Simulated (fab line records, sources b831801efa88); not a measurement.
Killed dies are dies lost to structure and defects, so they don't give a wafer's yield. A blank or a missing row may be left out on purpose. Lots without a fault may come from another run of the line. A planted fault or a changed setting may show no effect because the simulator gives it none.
Which tool did it? | flow sky130 | 12 lots, 36 wafers sampled, at 1 step of a route of 708

WHAT THE GAUGES READ, wafer by wafer
SKY_VIA1_BOW_MEAS_03.
lot  | measured     | on            | VIA1_BOW (um)
L076 | day 33 10:40 | film_metro-03 | 78 82 79
L078 | day 33 23:54 | film_metro-02 | 77 75 85
L079 | day 34 15:24 | film_metro-02 | 83 92 78
L081 | day 34 22:53 | film_metro-02 | 86 81 83
L083 | day 35 10:14 | film_metro-02 | 80 77 74
L085 | day 36 07:36 | film_metro-02 | 77 80 65
L087 | day 36 10:51 | film_metro-03 | 71 89 91
L090 | day 38 04:19 | film_metro-03 | 74 73 80
L091 | day 38 12:30 | film_metro-02 | 80 84 88
L094 | day 38 19:34 | film_metro-04 | 81 75 78
L096 | day 39 08:56 | film_metro-04 | 67 69 80
L097 | day 40 00:11 | film_metro-03 | 71 82 99

WHICH TOOL RAN EACH LOT (tool, then ch and the chambers of the sampled wafers, then the start)
The record holds no process step before these readings.

THE ANSWER, worked out from the rows above alone
Rule: what is usual is taken from the lots themselves. Put in order of their means at a reading, lots are off if they are a third of the lots or fewer, leave a main group of 4 or more, and stand apart from it by a gap of 3 or more times the standard deviation of the main group's means; of several such gaps the widest counts. A main group whose means are all the same, to the digits that the tables above print for the reading, isn't used. A lot without any number at a reading at which 4 lots or more have one is off too. The other lots that the step has rows for count as sound.
No lot is off at any reading shown: from this, nothing can be told.

WHAT THE SIMULATOR HAD PUT IN
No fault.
